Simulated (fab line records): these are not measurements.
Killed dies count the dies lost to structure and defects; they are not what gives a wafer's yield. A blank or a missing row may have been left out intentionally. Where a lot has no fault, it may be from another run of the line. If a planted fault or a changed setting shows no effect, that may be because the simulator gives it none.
Which tool is to blame? ; flow sky130 ; 33 wafers from 11 lots sampled at 2 of the route's 708 steps

WHAT THE GAUGES READ, wafer by wafer
SKY_METAL1_RS_MEAS_05: the measuring method here is four-point-probe.
lot;measured;on;METAL1_ALCU_RS (ohm/sq)
L173;day 31 05:21;film_metro-02;0.1241 0.1258 0.1253
L176;day 32 01:26;film_metro-03;0.1288 0.1276 0.1291
L177;day 32 13:55;film_metro-02;0.1281 0.1268 0.1259
L184;day 35 00:46;film_metro-02;0.1266 0.1260 0.1276
L185;day 35 05:22;film_metro-01;0.1276 0.1259 0.1266 0.1275 0.1263 0.1266
L187;day 36 16:57;film_metro-02;0.1254 0.1262 0.1258
L188;day 36 17:38;film_metro-01;0.1266 0.1250 0.1274 0.1269 0.1249 0.1277
L189;day 36 23:24;film_metro-02;0.1269 0.1268 0.1257
L190;day 36 23:49;film_metro-03;0.1249 0.1246 0.1251
L192;day 37 18:53;film_metro-02;0.1254 0.1240 0.1251
L196;day 38 19:55;film_metro-03;0.1227 0.1224 0.1223

EACH LOT AND THE TOOL THAT RAN IT (in order: tool; ch and the chambers of the sampled wafers; start)
lot;SKY_METAL1_SPUTTER_04
L173;pvd_sputter-02, day 31 05:17
L176;pvd_sputter-01, day 32 01:23
L177;pvd_sputter-02, day 32 13:49
L184;pvd_sputter-01, day 35 00:43
L185;pvd_sputter-02, day 35 05:17
L187;pvd_sputter-01, day 36 16:53
L188;pvd_sputter-02, day 36 17:34
L189;pvd_sputter-01, day 36 23:20
L190;pvd_sputter-03, day 36 23:44
L192;pvd_sputter-03, day 37 18:46
L196;pvd_sputter-03, day 38 19:50
- SKY_METAL1_SPUTTER_04: material TiN, target thk 70 nm, time 58.3 s.

THE ANSWER, worked out from the rows above alone
Rule: the lots themselves supply what counts as usual. The widest of any qualifying gaps counts: lots, ordered by their means at a reading, are off when they make up no more than a third of the lots, leave a main group of 4 or more, and stand apart from it by 3 or more times the standard deviation of that group's means. The tables above print the reading to a certain number of digits; a main group whose means all agree to those digits is not used. A lot without any number at a reading at which 4 lots or more have one is off too. Any other lot the step has rows for is counted as sound.
No lot is off on any of the readings shown, so nothing can be concluded from this.

WHAT THE SIMULATOR HAD PUT IN
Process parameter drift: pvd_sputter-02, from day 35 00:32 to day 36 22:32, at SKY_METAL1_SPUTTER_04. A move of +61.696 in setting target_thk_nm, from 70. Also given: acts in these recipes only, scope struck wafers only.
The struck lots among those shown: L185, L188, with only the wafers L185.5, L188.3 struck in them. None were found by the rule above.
